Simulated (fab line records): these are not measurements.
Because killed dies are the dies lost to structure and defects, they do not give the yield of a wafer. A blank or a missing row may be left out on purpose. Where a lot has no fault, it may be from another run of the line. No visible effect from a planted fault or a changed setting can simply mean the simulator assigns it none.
The tool behind it: which one? -- flow sky130 -- Sampling: 9 lots, 27 wafers, 6 of 708 route steps

## WHAT THE GAUGES SHOWED, per wafer
SKY_METAL2_RS_MEAS_05: a four-point-probe measurement. Usual: METAL2_ALCU_RS gives 0.1267 ohm/sq (standard deviation 0.0014).
lot,measured,on,METAL2_ALCU_RS (ohm/sq),flag
L852,day 34 02:02,filmMetro-03,0.1275 0.1258 0.1271,
L853,day 34 07:19,filmMetro-04,0.1250 0.1274 0.1260,
L857,day 36 12:31,filmMetro-03,0.1260 0.1248 0.1259,
L862,day 37 14:58,filmMetro-03,0.2745 0.1271 0.1251 0.2744 0.1272 0.1252,OFF
L865,day 38 16:56,filmMetro-04,0.1271 0.2746 0.1257 0.1273 0.2741 0.1253,OFF
L869,day 39 19:40,filmMetro-03,0.1272 0.1279 0.1258,
L872,day 40 04:59,filmMetro-03,0.1275 0.1266 0.1280,
L874,day 40 20:20,filmMetro-04,0.1246 0.1239 0.1255,
L875,day 41 02:17,filmMetro-02,0.1266 0.1281 0.1278,

SKY_METAL2_THK_MEAS_06: measures by xrf. Usual: METAL2_ALCU_THK gives 245.5 nm (standard deviation 2.9).
lot,measured,on,METAL2_ALCU_THK (nm),flag
L852,day 34 02:10,filmMetro-03,246.0 246.8 246.0,
L853,day 34 07:26,filmMetro-04,247.5 242.6 245.7,
L857,day 36 12:38,filmMetro-03,248.3 250.0 249.2,
L862,day 37 17:23,filmMetro-03,117.3 246.9 246.9 118.3 245.6 249.0,OFF
L865,day 39 03:22,filmMetro-04,242.6 116.5 246.3 243.5 116.6 245.5,OFF
L869,day 39 19:47,filmMetro-03,247.7 244.7 251.7,
L872,day 40 05:06,filmMetro-03,248.1 248.6 245.9,
L874,day 40 20:26,filmMetro-04,247.0 248.5 245.3,
L875,day 41 02:24,filmMetro-02,246.7 245.0 243.4,

## WHAT TOOL EACH LOT RAN ON (gives the tool, then ch and the chambers of the sampled wafers, and finally the start)
lot,SKY_METAL1_METAL_ETCH_19,SKY_VIA1_SPUTTER_20,SKY_VIA1_CMP_24,SKY_METAL2_SPUTTER_02
L852,"rieMetal-04 ch 0,1, day 32 20:25","pvdSputter-02, day 34 01:11","cmp-02 ch 0,1, day 34 01:36","pvdSputter-03, day 34 01:57"
L853,"rieMetal-04 ch 0,1, day 33 01:43","pvdSputter-01, day 34 06:24","cmp-01 ch 1,3, day 34 06:52","pvdSputter-04, day 34 07:13"
L857,"rieMetal-03 ch 0,1, day 35 06:19","pvdSputter-02, day 36 11:35","cmp-02 ch 0,1,2, day 36 12:07","pvdSputter-04, day 36 12:25"
L862,"rieMetal-03 ch 0,1, day 36 10:00","pvdSputter-01, day 37 13:41","cmp-02 ch 0,1, day 37 14:29","pvdSputter-04, day 37 14:51"
L865,"rieMetal-01 ch 0,1, day 37 11:45","pvdSputter-04, day 38 16:10","cmp-02 ch 1,2,3, day 38 16:29","pvdSputter-04, day 38 16:50"
L869,"rieMetal-03 ch 0,1, day 38 16:07","pvdSputter-02, day 39 18:53","cmp-01 ch 0,1,3, day 39 19:13","pvdSputter-02, day 39 19:34"
L872,"rieMetal-04 ch 0,1, day 38 23:43","pvdSputter-04, day 40 04:13","cmp-01 ch 1,2,3, day 40 04:35","pvdSputter-02, day 40 04:53"
L874,"rieMetal-01 ch 0,1, day 39 17:09","pvdSputter-04, day 40 19:21","cmp-01 ch 0,1, day 40 19:54","pvdSputter-02, day 40 20:12"
L875,"rieMetal-04 ch 0,1, day 39 22:32","pvdSputter-01, day 41 01:30","cmp-01 ch 0,1, day 41 01:50","pvdSputter-02, day 41 02:11"
- SKY_METAL1_METAL_ETCH_19: etches the open film in Cl2/BCl3, stops on SiO2, target depth 360 nm, time 78 s.
- SKY_VIA1_SPUTTER_20: material TiN, target thk 20 nm, time 80 s.
- SKY_VIA1_CMP_24: polishes, stops on SiO2, t overpolish 15 s, target thk 0 nm.
- SKY_METAL2_SPUTTER_02: material AlCu, target thk 250 nm, time 13.3 s.

## AS READ BY THE TOOLS THEMSELVES (means over the sampled wafers that have a number; for cases with no such wafer, the mark the record gives instead)
SKY_METAL1_METAL_ETCH_19. Usual: drypumpMotorCurrentA 5.8 A, standard deviation 0.41; oesProductAu 0.852 a.u., standard deviation 0.0065; rfFwdPowerW 894.6 W, standard deviation 2.8; throttleValvePct 22.263 %, standard deviation 0.0089.
lot,tool,drypumpMotorCurrentA (A),oesProductAu (a.u.),rfFwdPowerW (W),throttleValvePct (%),flag
L852,rieMetal-04,5.5,0.855,893.8,22.262,
L853,rieMetal-04,6.0,0.855,893.8,22.258,
L857,rieMetal-03,5.9,0.852,893.4,22.260,
L862,rieMetal-03,5.9,0.852,896.0,22.266,
L865,rieMetal-01,5.8,0.848,892.5,22.265,
L869,rieMetal-03,5.9,0.860,895.3,22.260,
L872,rieMetal-04,5.5,0.844,891.6,22.265,
L874,rieMetal-01,5.9,0.848,894.9,22.259,
L875,rieMetal-04,6.0,0.849,895.0,22.278,

SKY_VIA1_SPUTTER_20. Usual: throttleValvePct at 29.9 %, with a standard deviation of 1.2.
lot,tool,throttleValvePct (%),flag
L852,pvdSputter-02,29.7,
L853,pvdSputter-01,28.7,
L857,pvdSputter-02,29.0,
L862,pvdSputter-01,31.3,
L865,pvdSputter-04,30.1,
L869,pvdSputter-02,29.2,
L872,pvdSputter-04,29.5,
L874,pvdSputter-04,29.6,
L875,pvdSputter-01,30.6,

SKY_VIA1_CMP_24. Usual: motorCurrentA 11.3 A, standard deviation 0.93; overpolishRunS 15.000 s, standard deviation 0.0095; timeToEndpointS 65 s, standard deviation 3.3.
lot,tool,motorCurrentA (A),overpolishRunS (s),timeToEndpointS (s),flag
L852,cmp-02,11.9,15.005,65,
L853,cmp-01,11.7,15.000,65,
L857,cmp-02,11.9,15.002,68,
L862,cmp-02,11.7,15.004,70,
L865,cmp-02,11.3,14.999,70,
L869,cmp-01,10.8,15.002,65,
L872,cmp-01,11.2,14.994,61,
L874,cmp-01,10.0,15.007,63,
L875,cmp-01,10.6,15.003,64,

SKY_METAL2_SPUTTER_02. Usual: throttleValvePct at 29.6 %, with a standard deviation of 1.1.
lot,tool,throttleValvePct (%),flag
L852,pvdSputter-03,28.7,
L853,pvdSputter-04,29.2,
L857,pvdSputter-04,29.7,
L862,pvdSputter-04,30.0,
L865,pvdSputter-04,29.5,
L869,pvdSputter-02,30.0,
L872,pvdSputter-02,29.2,
L874,pvdSputter-02,29.1,
L875,pvdSputter-02,28.9,

## THE ANSWER, worked out from the rows above alone
Rule: a lot is off if the mean of its wafers that have a number lies more than 3 standard deviations from the usual mean. Also off: a lot with no number at a reading for which 4 or more lots have one. The other lots that the step has rows for count as sound. The gauges are gone through in route order, then the tools' own readings, and for those a lot's mean is taken as printed above. The first step at which some lot is off is used, and at that step the reading that is off furthest; a lot without a number counts as furthest.
Off: L862, L865, seen at SKY_METAL2_RS_MEAS_05 (METAL2_ALCU_RS).
A tool fits if, at a process step before that reading, it ran every lot that is off, and no sound lot after the first of them. Gauges at SKY_METAL2_RS_MEAS_05: tried the same way as those tools. Can't be told from this: 2 tools fit, cmp-02 at SKY_VIA1_CMP_24, pvdSputter-04 at SKY_METAL2_SPUTTER_02.

## WHAT THE SIMULATOR PUT IN
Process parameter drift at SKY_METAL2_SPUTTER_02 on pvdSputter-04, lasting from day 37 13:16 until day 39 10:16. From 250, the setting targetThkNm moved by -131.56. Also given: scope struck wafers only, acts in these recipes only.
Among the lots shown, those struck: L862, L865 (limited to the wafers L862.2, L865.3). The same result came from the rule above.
